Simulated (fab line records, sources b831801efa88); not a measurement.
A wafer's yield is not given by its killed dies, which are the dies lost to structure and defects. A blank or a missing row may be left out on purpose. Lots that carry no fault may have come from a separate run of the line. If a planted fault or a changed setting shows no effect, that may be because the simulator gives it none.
fab line records	flow sky130
record: lots: 6	wafers: 18	last_day: 50
route steps=708 shown LDD_HVN@274 LDD_HVP@278 LDD_LDN@289 PAD_OPEN@708
lots that met no fault: taken from a fault-free run of the same line
start_h: the number of hours between the record's first day and the start of the first shown wafer of the lot	wait_h: hours from the lot's prior step to this one	" the same as in the row above	L1.1+2: one row covering several wafers at once	- no value present, or no start provided	* or withheld: withheld	< > ~ a bound
route shown NAME@n: a module of which the file shows steps, and the number in the route of the first	usual: the fault-free wafers' mean and standard deviation	same: alike in all rows	chamber/n: place in a boat	sites: readings site by site	_std_site: the values' standard deviation	_edge_site: the outer-site mean with the inner-site mean subtracted	radius_mm: for every site, how far away it sits from the centre of the wafer	mask NAME#n: copy n	behind: the most recent tool/chamber to have shaped the wafer	hold: cause of the lot's hold/its duration in hours/its outcome	device: the transistor (n, p or np) that didn't switch	end of line: at the end of the route, the tests of the same wafers	a step given without rows: its recipe and nothing more	killed: dies that structure and defects cost at the first sort, which is not the same as the wafer's yield	map: shows each die of a wafer: x if killed, . if not, _ if none is there
set.NAME: the run value of the setting; set.NAME@STEP: its run value at that earlier step	model.NAME: the simulator's own value behind a step, which no gauge read
lots at selected steps of the route; one table per step, one row per wafer
services: a tool's chamber out of use, with start hour (start_h, from the record's first day; less than 0 if before it), hours out, and reason
== steps ==
step: SKY_LDD_HVN_OVL_MEAS_07
usual: LDD_HVN_OVL: 0.3/1.6
lot.wafer	tool	chamber	start_h	wait_h	LDD_HVN_OVL[nm]
L443.1	overlay-02	-	473.08	0.1	-0.6
L443.2	"	-	"	"	-1.4
L443.3	"	-	"	"	-0.5
L446.1	overlay-01	-	504.63	0.1	1.6
L446.2	"	-	"	"	1.3
L446.5	"	-	"	"	1.1
L447.1	overlay-01	-	513.78	0.1	-1.3
L447.2	"	-	"	"	-0.4
L447.3	"	-	"	"	-0.7
L449.1	overlay-02	-	527.86	0.1	1.8
L449.2	"	-	"	"	3.5
L449.4	"	-	"	"	3.6
L461.1	overlay-02	-	628.48	0.1	0.4
L461.4	"	-	"	"	-0.3
L461.5	"	-	"	"	0.1
L465.2	overlay-02	-	674.49	0.1	1.0
L465.3	"	-	"	"	0.6
L465.6	"	-	"	"	5.2
step: SKY_LDD_HVN_IMPLANT_08
recipe: species: P	energy_kev: 60	dose_cm2: 3.07e+13	tilt_deg: 40
step: SKY_LDD_HVN_STRIP_09
recipe: chemistry: O2/N2	power_w: 1400	pressure_mtorr: 1500	platen_temp_c: withheld	o2_flow_sccm: 3000	n2_flow_sccm: 300	overash_fraction: 0.5
usual: drypump_motor_current_A: 6.0/0.34	n2_flow_sccm: 300.0/0.95	o2_flow_sccm: 3000/9	oes_product_au: 0.408/0.0047	strip_time_to_endpoint_s: 4.135/0.015
lot.wafer	tool	chamber	start_h	wait_h	drypump_motor_current_A	n2_flow_sccm	o2_flow_sccm	oes_product_au	rf_hours_counter_h	strip_time_to_endpoint_s
L443.1	plasma_asher-02	0	473.27	0.1	6.1	300.4	3002	0.406	65	4.140
L443.2	"	1	"	"	6.3	296.5	3010	0.411	65	4.133
L443.3	"	0	"	"	6.1	300.7	3018	0.411	-	4.140
L446.1	plasma_asher-01	0	504.82	0.1	6.3	300.2	2999	0.398	7	4.127
L446.2	"	1	"	"	5.6	300.1	3007	0.411	7	4.113
L446.5	"	1	"	"	5.6	300.4	3001	0.406	-	4.126
L447.1	plasma_asher-01	1	513.97	0.1	5.7	300.7	2983	0.406	8	4.145
L447.2	"	0	"	"	6.3	298.9	3000	0.412	8	4.163
L447.3	"	0	"	"	6.3	299.5	3008	0.407	-	4.152
L449.1	plasma_asher-03	1	528.05	0.1	6.4	300.1	3003	0.413	81	4.131
L449.2	"	0	"	"	5.4	299.8	2989	0.410	81	4.144
L449.4	"	0	"	"	5.4	300.0	2996	0.408	-	4.150
L461.1	plasma_asher-01	1	628.67	0.1	5.6	299.5	2995	0.407	21	4.122
L461.4	"	1	"	"	5.7	299.5	3004	0.404	-	4.134
L461.5	"	0	"	"	6.3	298.9	3006	0.405	-	4.138
L465.2	plasma_asher-02	0	674.67	0.1	6.1	301.4	2993	0.408	86	4.123
L465.3	"	1	"	"	6.3	300.8	3001	0.410	-	4.144
L465.6	"	1	"	"	6.3	299.9	2988	0.404	-	4.123
step: SKY_LDD_HVN_TW_MEAS_10
usual: LDD_HVN_TW: 1448/9.3
lot.wafer	tool	chamber	start_h	wait_h	LDD_HVN_TW
L443.1	film_metro-01	-	473.37	0.1	1465
L443.2	"	-	"	"	1452
L443.3	"	-	"	"	1474
L446.1	film_metro-01	-	504.92	0.1	1457
L446.2	"	-	"	"	1459
L446.5	"	-	"	"	1452
L447.1	film_metro-01	-	514.07	0.1	1451
L447.2	"	-	"	"	1444
L447.3	"	-	"	"	1451
L449.1	film_metro-01	-	528.15	0.1	1453
L449.2	"	-	"	"	1465
L449.4	"	-	"	"	1463
L461.1	film_metro-04	-	628.77	0.1	1441
L461.4	"	-	"	"	1446
L461.5	"	-	"	"	1444
L465.2	film_metro-02	-	674.78	0.1	1446
L465.3	"	-	"	"	1453
L465.6	"	-	"	"	1452
step: SKY_LDD_HVP_DEHYDRATE_00
recipe: temp_c: 200	time_s: 60
step: SKY_LDD_HVP_HMDS_01
recipe: prime_time_s: 60	prime_temp_c: 120
step: SKY_LDD_HVP_COAT_02
recipe: resist: NOVOLAK	spin_rpm: 3000	resist_thk_nm: 300
step: SKY_LDD_HVP_SOFTBAKE_03
recipe: temp_c: 90	time_s: 60	resist: NOVOLAK
step: SKY_LDD_HVP_EXPOSE_04
recipe: mask_id: HVPTM	na: 0.6	source_shape: conventional	sigma_outer: 0.6	polarization: unpolarized	target_cd_nm: 700	dose_mj: 86
step: SKY_LDD_HVP_PEB_05
recipe: temp_c: withheld	time_s: *	resist: NOVOLAK
step: SKY_LDD_HVP_DEVELOP_06
recipe: resist: NOVOLAK	developer: TMAH	develop_time_s: 60	dev_temp_c: 23
step: SKY_LDD_HVP_OVL_MEAS_07
usual: LDD_HVP_OVL: -0.7/1.7
lot.wafer	tool	chamber	start_h	wait_h	LDD_HVP_OVL[nm]
L443.1	overlay-01	-	503.52	0.1	-2.5
L443.2	"	-	"	"	-3.1
L443.3	"	-	"	"	-1.7
L446.1	overlay-02	-	535.82	0.1	-2.7
L446.2	"	-	"	"	-4.4
L446.5	"	-	"	"	-2.9
L447.1	overlay-02	-	544.71	0.1	-0.7
L447.2	"	-	"	"	-0.3
L447.3	"	-	"	"	-2.6
L449.1	overlay-02	-	559.36	0.1	-1.2
L449.2	"	-	"	"	-2.0
L449.4	"	-	"	"	-2.2
L461.1	overlay-01	-	657.46	0.1	-0.3
L461.4	"	-	"	"	-1.6
L461.5	"	-	"	"	-0.1
L465.2	overlay-02	-	702.57	0.1	-1.4
L465.3	"	-	"	"	-2.0
L465.6	"	-	"	"	1.1
step: SKY_LDD_HVP_IMPLANT_08
recipe: species: B	energy_kev: 20	dose_cm2: 1.7e+13	tilt_deg: 17.9
usual: faraday_current_uA: 96.1/1.8	tilt_deg: 17.896/0.019
lot.wafer	tool	chamber	start_h	wait_h	faraday_current_uA	tilt_deg
L443.1	implanter-03	0	503.55	0.0	94.7	17.908
L443.2	"	0	"	"	95.7	17.917
L443.3	"	0	"	"	96.0	17.905
L446.1	implanter-03	0	535.85	0.0	92.8	0.001
L446.2	"	0	"	"	96.0	0.031
L446.5	"	0	"	"	96.5	0.027
L447.1	implanter-03	0	544.77	0.0	91.7	-0.032
L447.2	"	0	"	"	97.6	0.000
L447.3	"	0	"	"	97.5	-0.006
L449.1	implanter-04	0	559.40	0.0	100.7	17.909
L449.2	"	0	"	"	98.3	17.889
L449.4	"	0	"	"	94.4	17.893
L461.1	implanter-02	0	657.50	0.0	94.9	17.877
L461.4	"	0	"	"	92.5	17.902
L461.5	"	0	"	"	98.2	17.874
L465.2	implanter-04	0	702.63	0.0	93.1	17.896
L465.3	"	0	"	"	97.2	17.896
L465.6	"	0	"	"	94.5	17.909
step: SKY_LDD_HVP_STRIP_09
recipe: chemistry: O2/N2	power_w: 1400	pressure_mtorr: 1500	platen_temp_c: withheld	o2_flow_sccm: 3000	n2_flow_sccm: 300	overash_fraction: 0.5
usual: drypump_motor_current_A: 5.8/0.43	n2_flow_sccm: 300.0/0.85	o2_flow_sccm: 3000/9.2	oes_product_au: 0.409/0.0045	strip_time_to_endpoint_s: 4.136/0.016
lot.wafer	tool	chamber	start_h	wait_h	drypump_motor_current_A	n2_flow_sccm	o2_flow_sccm	oes_product_au	rf_hours_counter_h	strip_time_to_endpoint_s
L443.1	plasma_asher-01	0	503.70	0.1	6.3	300.5	2991	0.412	7	4.145
L443.2	"	1	"	"	5.6	300.7	2991	0.407	7	4.132
L443.3	"	1	"	"	5.6	301.1	2994	0.405	-	4.122
L446.1	plasma_asher-01	1	536.00	0.1	5.6	299.4	3007	0.407	10	4.141
L446.2	"	0	"	"	6.3	300.4	3003	0.414	10	4.140
L446.5	"	0	"	"	6.3	300.1	3005	0.408	-	4.147
L447.1	plasma_asher-04	1	544.92	0.1	5.6	301.1	2998	0.407	42	4.138
L447.2	"	0	"	"	5.0	299.6	3004	0.403	42	4.134
L447.3	"	0	"	"	5.1	300.5	2991	0.407	-	4.129
L449.1	plasma_asher-04	0	559.55	0.1	5.1	300.3	2986	0.404	44	4.115
L449.2	"	1	"	"	5.6	299.9	2998	0.412	44	4.138
L449.4	"	0	"	"	5.1	300.9	3000	0.411	-	4.136
L461.1	plasma_asher-01	0	657.65	0.1	6.3	301.2	2999	0.410	23	4.155
L461.4	"	1	"	"	5.6	300.7	2996	0.409	-	4.148
L461.5	"	1	"	"	5.6	299.8	2983	0.406	-	4.144
L465.2	plasma_asher-04	1	702.75	0.1	5.6	299.6	3010	0.409	58	4.147
L465.3	"	0	"	"	5.1	300.2	3015	0.405	-	4.127
L465.6	"	1	"	"	5.6	300.4	3010	0.405	-	4.143
step: SKY_LDD_HVP_TW_MEAS_10
usual: LDD_HVP_TW: 460/5.1
lot.wafer	tool	chamber	start_h	wait_h	LDD_HVP_TW
L443.1	film_metro-01	-	503.80	0.1	461
L443.2	"	-	"	"	457
L443.3	"	-	"	"	458
L446.1	film_metro-03	-	536.10	0.1	416
L446.2	"	-	"	"	418
L446.5	"	-	"	"	417
L447.1	film_metro-03	-	545.02	0.1	419
L447.2	"	-	"	"	418
L447.3	"	-	"	"	417
L449.1	film_metro-02	-	559.65	0.1	453
L449.2	"	-	"	"	455
L449.4	"	-	"	"	456
L461.1	film_metro-02	-	657.75	0.1	453
L461.4	"	-	"	"	451
L461.5	"	-	"	"	454
L465.2	film_metro-03	-	702.86	0.1	467
L465.3	"	-	"	"	464
L465.6	"	-	"	"	465
step: SKY_LDD_LDN_DEHYDRATE_00
recipe: temp_c: 200	time_s: 60
step: SKY_PAD_OPEN_PROBE_99
usual: killed_at_M0_to_M3: 45/6.9	killed_at_M4_up: 3.2/1.8	killed_at_contacts: 25/5.3	killed_at_front_end: 16/4.3	killed_at_other: 0.2/0.52	killed_dies: 88/8.7	killed_open: 48/6.5	killed_short: 40/6
same: gross_dies: 492	killed_at_back_side: 0
lot.wafer	tool	chamber	start_h	wait_h	killed_at_M0_to_M3	killed_at_M4_up	killed_at_contacts	killed_at_front_end	killed_at_other	killed_dies	killed_open	killed_short	model.etest.tip_p_5v.rs_ohm_sq
L443.1	prober-02	-	1083.28	0.1	41	4	23	12	0	80	45	35	2840
L443.2	prober-02	-	1083.33	0.1	52	1	25	9	1	88	49	38	2852
L443.3	prober-02	-	1083.38	0.2	31	3	26	18	0	78	43	34	2866
L446.1	prober-01	-	1111.33	0.1	30	3	30	21	0	84	41	41	2717
L446.2	prober-01	-	1111.38	0.1	45	5	26	16	0	92	54	38	2716
L446.5	prober-01	-	1111.53	0.2	47	3	33	16	0	99	56	43	2692
L447.1	prober-02	-	1113.18	0.1	45	5	35	12	0	97	46	51	2738
L447.2	prober-02	-	1113.23	0.1	49	4	18	19	0	90	54	36	2731
L447.3	prober-02	-	1113.28	0.2	47	5	20	13	0	85	52	33	2721
L449.1	prober-02	-	1117.89	0.1	38	3	26	11	0	78	42	35	2809
L449.2	prober-02	-	1117.94	0.1	46	3	17	16	0	82	46	35	2810
L449.4	prober-02	-	1118.04	0.2	44	4	27	22	0	97	59	38	2816
L461.1	prober-02	-	1183.05	0.1	53	3	21	14	0	91	48	43	2902
L461.4	prober-02	-	1183.20	0.2	50	4	31	20	3	108	53	54	2875
L461.5	prober-02	-	1183.25	0.2	58	2	25	26	1	112	55	56	2864
L465.2	prober-01	-	1208.01	0.1	29	1	25	15	0	70	42	28	2839
L465.3	prober-01	-	1208.06	0.2	45	0	29	15	0	89	46	43	2836
L465.6	prober-01	-	1208.21	0.2	46	1	36	12	0	95	58	37	2829
killed by level:class
L443.1 CONTACT:geometric_particle:short=9 VIA1:geometric_particle:open=8 VIA3:geometric_particle:open=8 LI_CONTACT:geometric_particle:open=6 CONTACT:geometric_particle:open=6 VIA2:geometric_particle:open=5 POLY_GATE:geometric_particle:open=4 METAL1:geometric_particle:short=4
L443.2 VIA2:geometric_particle:open=13 VIA1:geometric_particle:open=12 LI_CONTACT:geometric_particle:open=7 CONTACT:geometric_particle:open=7 LOCAL_INTERCONNECT:geometric_particle:short=5 METAL3:geometric_particle:short=5 VIA3:geometric_particle:short=5 METAL1:geometric_particle:short=4
L443.3 CONTACT:geometric_particle:open=8 LI_CONTACT:geometric_particle:open=7 VIA1:geometric_particle:open=6 FIELD_ISO:geometric_particle:open=5 FIELD_ISO:geometric_particle:short=5 VIA2:geometric_particle:open=4 METAL1:geometric_particle:short=4 LI_CONTACT:geometric_particle:short=4
L446.1 CONTACT:geometric_particle:short=12 CONTACT:geometric_particle:open=8 LI_CONTACT:geometric_particle:open=7 VIA2:geometric_particle:open=7 VIA1:geometric_particle:open=6 POLY_GATE:geometric_particle:short=5 FIELD_ISO:geometric_particle:short=4 VIA3:geometric_particle:open=4
L446.2 CONTACT:geometric_particle:open=12 VIA1:geometric_particle:open=10 VIA2:geometric_particle:open=9 FIELD_ISO:geometric_particle:open=6 VIA3:geometric_particle:open=5 LI_CONTACT:geometric_particle:open=5 CONTACT:geometric_particle:short=5 FIELD_ISO:geometric_particle:short=4
L446.5 CONTACT:geometric_particle:open=10 VIA1:geometric_particle:open=9 LI_CONTACT:geometric_particle:open=8 VIA3:geometric_particle:open=8 LOCAL_INTERCONNECT:geometric_particle:short=6 CONTACT:geometric_particle:short=6 VIA2:geometric_particle:open=5 POLY_GATE:geometric_particle:short=5
L447.1 LI_CONTACT:geometric_particle:open=10 CONTACT:geometric_particle:open=9 VIA1:geometric_particle:short=8 VIA2:geometric_particle:open=7 VIA3:geometric_particle:short=6 VIA3:geometric_particle:open=6 LI_CONTACT:geometric_particle:short=5 CONTACT:geometric_particle:short=5
L447.2 VIA1:geometric_particle:open=15 VIA2:geometric_particle:open=8 VIA1:geometric_particle:short=6 FIELD_ISO:geometric_particle:open=5 VIA3:geometric_particle:open=5 LI_CONTACT:geometric_particle:open=4 CONTACT:geometric_particle:open=4 VIA3:geometric_particle:short=4
L447.3 VIA1:geometric_particle:open=9 CONTACT:geometric_particle:open=9 METAL1:geometric_particle:short=7 VIA2:geometric_particle:open=7 VIA3:geometric_particle:open=6 LI_CONTACT:geometric_particle:open=5 METAL2:geometric_particle:short=5 FIELD_ISO:geometric_particle:open=4
L449.1 LI_CONTACT:geometric_particle:open=9 CONTACT:geometric_particle:open=9 VIA1:geometric_particle:open=7 METAL1:geometric_particle:short=5 METAL2:geometric_particle:short=5 POLY_GATE:geometric_particle:open=4 VIA2:geometric_particle:open=4 VIA3:geometric_particle:open=4
L449.2 VIA1:geometric_particle:open=10 METAL1:geometric_particle:short=8 CONTACT:geometric_particle:open=7 METAL2:geometric_particle:short=7 FIELD_ISO:geometric_particle:open=6 LI_CONTACT:geometric_particle:open=6 VIA2:geometric_particle:open=4 VIA3:geometric_particle:open=4
L449.4 POLY_GATE:geometric_particle:open=11 LI_CONTACT:geometric_particle:open=8 VIA1:geometric_particle:open=8 METAL2:geometric_particle:open=7 VIA3:geometric_particle:open=6 METAL2:geometric_particle:short=6 FIELD_ISO:geometric_particle:open=5 LI_CONTACT:geometric_particle:short=5
L461.1 METAL2:geometric_particle:short=13 VIA1:geometric_particle:open=11 VIA3:geometric_particle:open=9 CONTACT:geometric_particle:open=8 LI_CONTACT:geometric_particle:open=7 POLY_GATE:geometric_particle:short=6 METAL1:geometric_particle:short=4 VIA2:geometric_particle:open=4
L461.4 CONTACT:geometric_particle:open=10 CONTACT:geometric_particle:short=9 METAL1:geometric_particle:short=9 VIA1:geometric_particle:open=8 VIA3:geometric_particle:open=8 FIELD_ISO:geometric_particle:short=7 VIA2:geometric_particle:open=6 FIELD_ISO:geometric_particle:open=5
L461.5 VIA1:geometric_particle:open=12 METAL1:geometric_particle:short=11 LI_CONTACT:geometric_particle:open=9 FIELD_ISO:geometric_particle:short=8 CONTACT:geometric_particle:open=7 VIA3:geometric_particle:open=7 FIELD_ISO:geometric_particle:open=6 VIA2:geometric_particle:open=6
L465.2 CONTACT:geometric_particle:open=10 VIA1:geometric_particle:open=10 LOCAL_INTERCONNECT:geometric_particle:short=5 FIELD_ISO:geometric_particle:open=4 LI_CONTACT:geometric_particle:open=4 VIA2:geometric_particle:open=4 FIELD_ISO:geometric_particle:short=3 CONTACT:geometric_particle:short=3
L465.3 VIA1:geometric_particle:open=10 LI_CONTACT:geometric_particle:open=8 CONTACT:geometric_particle:open=7 VIA3:geometric_particle:open=7 LI_CONTACT:geometric_particle:short=6 METAL3:geometric_particle:short=6 FIELD_ISO:geometric_particle:short=4 VIA2:geometric_particle:open=4
L465.6 VIA1:geometric_particle:open=12 LI_CONTACT:geometric_particle:open=11 LOCAL_INTERCONNECT:geometric_particle:short=9 VIA3:geometric_particle:open=8 CONTACT:geometric_particle:open=8 VIA2:geometric_particle:open=6 POLY_GATE:geometric_particle:open=5 METAL3:geometric_particle:short=4
== services ==
tool	chamber	start_h	hours	kind
implanter-04	-	453.36	6.6	pm
implanter-02	-	529.18	11.1	pm
implanter-04	-	530.43	3.2	repair
plasma_asher-03	-	534.70	28.1	pm
implanter-02	-	552.06	4.9	repair
implanter-02	-	571.84	3.6	repair
implanter-03	-	578.90	0.8	repair
plasma_asher-04	-	580.10	2.1	repair
plasma_asher-03	-	584.21	0.5	repair
implanter-04	-	586.39	5.3	repair
implanter-03	-	631.47	7.0	repair
plasma_asher-04	-	655.07	10.0	repair
plasma_asher-01	-	671.22	15.6	pm
== key ==
first_sign: step: SKY_LDD_HVP_IMPLANT_08	reading: tilt_deg	direction: down	sigmas: 99+	usual: *	struck: *
effect: step: SKY_LDD_HVP_TW_MEAS_10	reading: LDD_HVP_TW	direction: down	sigmas: 8.3	usual: 460	struck: 417
model_effect: step: SKY_PAD_OPEN_PROBE_99	value: etest.tip_p_5v.rs_ohm_sq	without: 2884	struck: 2719
met_at SKY_LDD_HVP_IMPLANT_08
struck_wafers L446.1,L446.2,L446.5,L447.1,L447.2,L447.3
tester_left_out L446,L447
onset_between 503.55 535.85
fault: kind: process_parameter_drift	tool: implanter-03	chamber: -	onset_h: 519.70	steps: SKY_LDD_HVP_IMPLANT_08	channel: tilt_deg	offset: *	shape: step	end_h: 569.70	acts_in: *	stated: *
tester_left_out: of these lots the tester's yield and bins aren't shown, on N5 and GAA mostly nor the transistor test; their killed dies are dies lost to structure and defects alone, not to doping, threshold or leakage, so they don't give the yield
